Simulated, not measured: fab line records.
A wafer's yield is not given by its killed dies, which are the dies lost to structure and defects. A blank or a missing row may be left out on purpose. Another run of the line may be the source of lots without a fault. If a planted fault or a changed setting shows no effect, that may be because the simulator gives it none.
A lot that was struck, set against a sound lot || flow sky130 || 43 steps out of a route of 708
Sound: wafers L193.1, L193.4, L193.5. The struck wafers were L195.1, L195.2, L195.5. The cause is given at the end.
Per side, at each step with rows, come the tool, then ch with its chambers, and then its first start. Under that, the readings that differ: sound wafers || struck wafers || difference of the means || sigmas: that difference in standard deviations of wafers without a fault.
alike: words and numbers the same on both sides, and readings whose means are apart by under 2 such deviations; not compared: readings that were withheld, readings missing a value for some wafer, numbers with overlapping values and no deviation given by the record, and bounds like >300 which may hide the same value.
Wherever a step has rows on one side only, a row that says differs or no value, or a row with sigmas, the two part there. Non-overlapping numbers with no deviation appear without sigmas and do not part them. A reading that every wafer of one side lacks parts them only if that side has two wafers or more.

first, 6 steps without rows for these wafers: SKY_FIELD_ISO_COAT_07 (resist thk 60 nm); SKY_FIELD_ISO_COAT_08 (resist thk 450 nm); SKY_FIELD_ISO_SOFTBAKE_09 (time 90 s); SKY_FIELD_ISO_EXPOSE_10 (exposes mask FOM, target cd 150 nm); SKY_FIELD_ISO_PEB_11; SKY_FIELD_ISO_DEVELOP_12 (develop time 60 s).
SKY_FIELD_ISO_CD_MEAS_13: target cd 150 nm.
  sound: cdSem-01 at day 2 19:55; struck: cdSem-02 at day 3 07:28
  alike: cdNm
SKY_FIELD_ISO_ETCH_14: etches BARC in N2/H2, stops on SiO2, time 45.9 s, target depth 60 nm.
  sound on rieDiel-04 ch 0,2,3, day 2 20:02; struck on rieDiel-02 ch 1,2,3, day 3 07:35
  alike: drypumpMotorCurrentA, oesProductAu, throttleValvePct
  not compared: rfHoursCounterH
SKY_FIELD_ISO_ETCH_15: etches the open film in CHF3/O2, stops on Si, target depth 180 nm, time 72 s.
  sound on rieDiel-04 ch 0,2,3, day 2 20:04; struck on rieDiel-02 ch 1,2,3, day 3 07:38
  alike: O2_flow_sccm, drypumpMotorCurrentA, oesProductAu, throttleValvePct
  not compared: rfHoursCounterH
SKY_FIELD_ISO_STRIP_16: strips in O2/N2.
  sound on plasmaAsher-03 ch 0, day 2 20:08; struck on plasmaAsher-04 ch 0,1, day 3 07:41
  alike: drypumpMotorCurrentA, oesProductAu, stripTimeToEndpointS
  not compared: rfHoursCounterH
SKY_FIELD_ISO_ETCH_17: etches Si in HBr/Cl2/O2, target depth 342 nm, time 97.7 s.
  sound on rieSi-02 ch 0,1, day 2 20:14; struck on rieSi-02 ch 0,3, day 3 07:47
  alike: O2_flow_sccm, drypumpMotorCurrentA, oesProductAu, throttleValvePct
  not compared: rfHoursCounterH
then, 1 step without rows for these wafers: SKY_FIELD_ISO_WET_ETCH_18 (etches Si3N4 in H3PO4, target depth 25 nm, time 286 s).
SKY_FIELD_ISO_CLEAN_19: cleans in SC1/SC2, time 150 s.
  sound on wetBench-02 ch 0, day 2 20:23; struck on wetBench-02 ch 0, day 3 07:56
  alike: tempC
then, 3 steps without rows for these wafers: SKY_FIELD_ISO_CLEAN_20 (cleans in dHF, time 20 s); SKY_FIELD_ISO_WET_ETCH_21 (etches SiO2 in dHF, target depth 20 nm, time 400 s); SKY_FIELD_ISO_OXIDATION_22 (stabilise 600 s, purge 300 s, target thk 10 nm).
SKY_FIELD_ISO_THK_MEAS_23:
  sound: filmMetro-04 at day 2 21:44; struck: filmMetro-01 at day 3 10:20
  alike: FIELD_ISO_OXIDATION_01_THK
then, 1 step without rows for these wafers: SKY_FIELD_ISO_CVD_24 (deposits SiO2, target thk 595 nm, time 99.2 s).
SKY_FIELD_ISO_THK_MEAS_25:
  sound: filmMetro-01 at day 2 21:53; struck: filmMetro-04 at day 3 10:28
  alike: FIELD_ISO_CVD_24_THK
then, 7 steps without rows for these wafers: SKY_FIELD_ISO_ANNEAL_26 (time 1800 s); SKY_FIELD_ISO_CMP_27 (polishes, stops on Si3N4, t overpolish 16 s, target thk 457.8 nm); SKY_FIELD_ISO_WET_ETCH_28 (etches SiO2 in dHF, target depth 23.7 nm, time 47 s); SKY_FIELD_ISO_WET_ETCH_29 (etches Si3N4 in H3PO4, target depth 160 nm, time 1825 s); SKY_FIELD_ISO_WET_ETCH_30 (etches SiO2 in dHF, target depth 25 nm, time 50 s); SKY_NWELL_CLEAN_00 (cleans in SC1/SC2, time 150 s); SKY_NWELL_OXIDATION_01 (stabilise 600 s, purge 300 s, target thk 10 nm).
SKY_NWELL_THK_MEAS_02:
  sound: filmMetro-02 at day 3 03:11; struck: filmMetro-01 at day 3 19:41
  alike: NWELL_OXIDATION_THK
then, 8 steps without rows for these wafers: SKY_DNWELL_DEHYDRATE_00 (time 60 s); SKY_DNWELL_HMDS_01 (prime time 60 s); SKY_DNWELL_COAT_02 (resist thk 3000 nm); SKY_DNWELL_SOFTBAKE_03; SKY_DNWELL_EXPOSE_04 (exposes mask DNM, target cd 3000 nm); SKY_DNWELL_PEB_05; SKY_DNWELL_DEVELOP_06 (develop time 60 s); SKY_DNWELL_IMPLANT_07.
SKY_DNWELL_STRIP_08: strips in O2/N2.
  sound on plasmaAsher-02 ch 0,1, day 3 20:01; struck on plasmaAsher-03 ch 0,1, day 4 11:23
  alike: drypumpMotorCurrentA, oesProductAu, stripTimeToEndpointS
  not compared: rfHoursCounterH
SKY_DNWELL_TW_MEAS_09:
  sound: filmMetro-02 at day 3 20:07; struck: filmMetro-01 at day 4 11:29
  alike: DNWELL_TW
then, 5 steps without rows for these wafers: SKY_PWDE_DEHYDRATE_00 (time 60 s); SKY_PWDE_HMDS_01 (prime time 60 s); SKY_PWDE_COAT_02 (resist thk 3000 nm); SKY_PWDE_SOFTBAKE_03; SKY_PWDE_EXPOSE_04 (exposes mask PWDEM, target cd 840 nm).
-- the record jumps here: 43 days lie between the struck wafers' starts before and after (it left off in module PWDE and takes up again in module PAD_OPEN, whose first step shown is number 708 of the route) --
SKY_PAD_OPEN_PROBE_99:
  sound: prober-02 at day 46 03:20; struck: prober-02 at day 47 02:58
{"reading": "killedAtFrontEnd", "sound": "22 19 21", "struck": "72 56 58", "difference": "+41", "sigmas": "+10"}
{"reading": "killedDies", "sound": "90 91 98", "struck": "151 123 129", "difference": "+41", "sigmas": "+4"}
{"reading": "killedOnRim", "sound": "16 13 20", "struck": "36 18 22", "difference": "+9", "sigmas": "+2"}
  alike: killed_at_M0_to_M3, killed_at_M4_up, killedAtContacts, killedAtOther, killedOpen, killedShort

## WHERE THEY PART
Within this record, at SKY_PAD_OPEN_PROBE_99 only.

WHY: the cause the simulator had injected
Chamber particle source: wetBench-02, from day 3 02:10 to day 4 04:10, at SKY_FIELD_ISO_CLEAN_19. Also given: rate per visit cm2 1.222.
